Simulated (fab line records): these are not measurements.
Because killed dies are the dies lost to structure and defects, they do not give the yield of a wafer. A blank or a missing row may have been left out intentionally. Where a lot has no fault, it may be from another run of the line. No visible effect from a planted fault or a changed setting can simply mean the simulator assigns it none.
What tool caused it?	flow gf180mcu	14 lots with 42 wafers sampled at 4 steps, on a route of 602 steps

WHAT EACH GAUGE READ, for each wafer
GF_MVPSD_OVL_MEAS_07. Usual: MVPSD_OVL typically reads -0.3 nm, with standard deviation 1.3.
lot	measured	on	MVPSD_OVL (nm)	flag
L607	day 5 02:55	overlay-02	2.3 1.6 2.5	
L608	day 5 08:31	overlay-01	-0.3 -0.1 -1.3	
L611	day 6 00:49	overlay-01	0.7 0.0 -0.2	
L612	day 6 06:39	overlay-01	2.3 2.0 1.9	
L613	day 6 11:31	overlay-02	-2.9 -1.0 -1.2	
L614	day 6 16:38	overlay-02	-1.5 -1.0 -2.1	
L615	day 6 21:25	overlay-02	0.6 1.3 1.1	
L616	day 7 03:57	overlay-02	-1.4 -0.1 -1.5	
L617	day 7 11:02	overlay-02	-2.0 -0.5 0.8	
L618	day 7 17:48	overlay-01	-0.2 -2.2 -0.6	
L619	day 7 21:19	overlay-01	1.8 1.3 -1.2	
L624	day 9 15:15	overlay-02	0.2 0.1 -0.6	
L627	day 10 05:22	overlay-02	-1.1 -0.3 -0.7	
L630	day 10 20:12	overlay-01	0.8 -0.6 -1.2	

GF_DUAL_GATE_OVL_MEAS_11. Usual: DUAL_GATE_OVL typically reads -0.5 nm, with standard deviation 1.4.
lot	measured	on	DUAL_GATE_OVL (nm)	flag
L607	day 8 08:42	overlay-01	-0.2 1.6 2.1	
L608	day 8 15:40	overlay-01	0.2 -1.1 -3.3	
L611	day 9 10:11	overlay-02	-1.2 -0.8 -2.1	
L612	day 9 16:14	overlay-01	1.0 -0.4 0.4	
L613	day 10 00:07	overlay-02	-0.7 0.5 -1.3	
L614	day 10 07:02	overlay-01	-0.2 -0.2 1.0	
L615	day 10 12:02	overlay-01	-0.7 -0.9 0.4	
L616	day 10 20:47	overlay-02	0.8 -0.5 -0.5	
L617	day 11 07:16	overlay-01	-0.6 -2.5 -0.1	
L618	day 11 14:07	overlay-02	1.0 2.1 0.0	
L619	day 11 16:34	overlay-01	1.2 0.7 -0.2	
L624	day 13 18:04	overlay-01	-0.5 -2.1 -2.8	
L627	day 14 10:22	overlay-02	0.3 -0.2 -1.0	
L630	day 15 04:04	overlay-01	-1.0 -2.8 -0.9	

GF_PSD_OVL_MEAS_08. Usual: PSD_OVL typically reads 0.3 nm, with standard deviation 1.6.
lot	measured	on	PSD_OVL (nm)	flag
L607	day 14 06:01	overlay-02	-1.2 0.2 -0.2	
L608	day 14 14:58	overlay-02	1.1 -1.0 -2.2	
L611	day 15 18:17	overlay-02	-1.0 -1.7 -3.3	
L612	day 15 22:56	overlay-02	-2.9 -1.2 -1.9	
L613	day 16 08:40	overlay-01	-0.3 -1.5 -1.9	
L614	day 16 18:20	overlay-01	4.6 1.3 1.1	
L615	day 17 02:00	overlay-01	0.4 -0.9 -0.7	
L616	day 17 08:55	overlay-02	-0.6 0.6 -0.8	
L617	day 17 23:47	overlay-01	0.5 0.1 -1.2	
L618	day 18 05:32	overlay-01	0.5 -1.9 -0.4	
L619	day 18 08:10	overlay-02	-0.2 -0.8 0.8	
L624	day 20 21:25	overlay-01	0.5 0.8 -1.1	
L627	day 21 15:41	overlay-02	2.4 1.4 3.1	
L630	day 22 13:08	overlay-02	1.3 1.1 0.5	

WHAT TOOL EACH LOT RAN ON (gives the tool, then ch and the chambers of the sampled wafers, and finally the start)
lot	GF_STI_WET_ETCH_17
L607	wet bench-03 ch 3, day 2 02:17
L608	wet bench-03 ch 2, day 2 08:10
L611	wet bench-01 ch 3, day 2 22:53
L612	wet bench-03 ch 2, day 3 04:23
L613	wet bench-03 ch 3, day 3 08:49
L614	wet bench-01 ch 1, day 3 13:26
L615	wet bench-03 ch 0, day 3 19:44
L616	wet bench-03 ch 0, day 4 00:22
L617	wet bench-02 ch 3, day 4 06:25
L618	wet bench-02 ch 1, day 4 11:25
L619	wet bench-03 ch 2, day 4 15:40
L624	wet bench-01 ch 3, day 5 17:02
L627	wet bench-01 ch 0, day 6 09:10
L630	wet bench-03 ch 1, day 7 02:01
- GF_STI_WET_ETCH_17: etches Si3N4 in H3PO4, target depth 45 nm, time 514 s.

AS READ BY THE TOOLS THEMSELVES (means over the sampled wafers that have a number; for cases with no such wafer, the mark the record gives instead)
GF_STI_WET_ETCH_17. Usual: run length s reads 541 s (standard deviation 3.5).
lot	tool	run length s (s)	flag
L607	wet bench-03	538	
L608	wet bench-03	547	
L611	wet bench-01	540	
L612	wet bench-03	547	
L613	wet bench-03	547	
L614	wet bench-01	541	
L615	wet bench-03	539	
L616	wet bench-03	538	
L617	wet bench-02	540	
L618	wet bench-02	539	
L619	wet bench-03	539	
L624	wet bench-01	563	OFF
L627	wet bench-01	564	OFF
L630	wet bench-03	540	

THE ANSWER, worked out from the rows above alone
Rule: take the mean of a lot's wafers that have a number; if it is more than 3 standard deviations from the usual mean, the lot is off. A lot without any number at a reading at which 4 lots or more have one is off too. Where the step has rows for the other lots, those lots are counted as sound. First the gauges in route order, then the tools' own readings, where a lot's mean is used as printed above. The first step at which some lot is off is used, and at that step the reading that is off furthest; a lot without a number counts as furthest.
Off: L624, L627, at GF_STI_WET_ETCH_17 (run length s).
If a tool, at that step or one of the process steps before it, ran each lot that is off and ran no sound lot following the first of them, it fits. One fits: GF_STI_WET_ETCH_17 on wet bench-01. Its last sound lot is L614 (day 3 13:26), its first lot that is off L624 (day 5 17:02): a fault that began between those two fits.
On the lots that are off, the tool's own readings at GF_STI_WET_ETCH_17 differ by more than 5 times the standard deviation of the sound lots' means, which bears it out; run length s reads 564 s there versus 541 s on the sound lots.

WHAT HAD BEEN PUT IN BY THE SIMULATOR
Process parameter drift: wet bench-01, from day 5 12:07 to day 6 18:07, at GF_STI_WET_ETCH_17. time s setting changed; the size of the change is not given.
Struck lots among those shown: L624, L627. Same finding as the rule above.
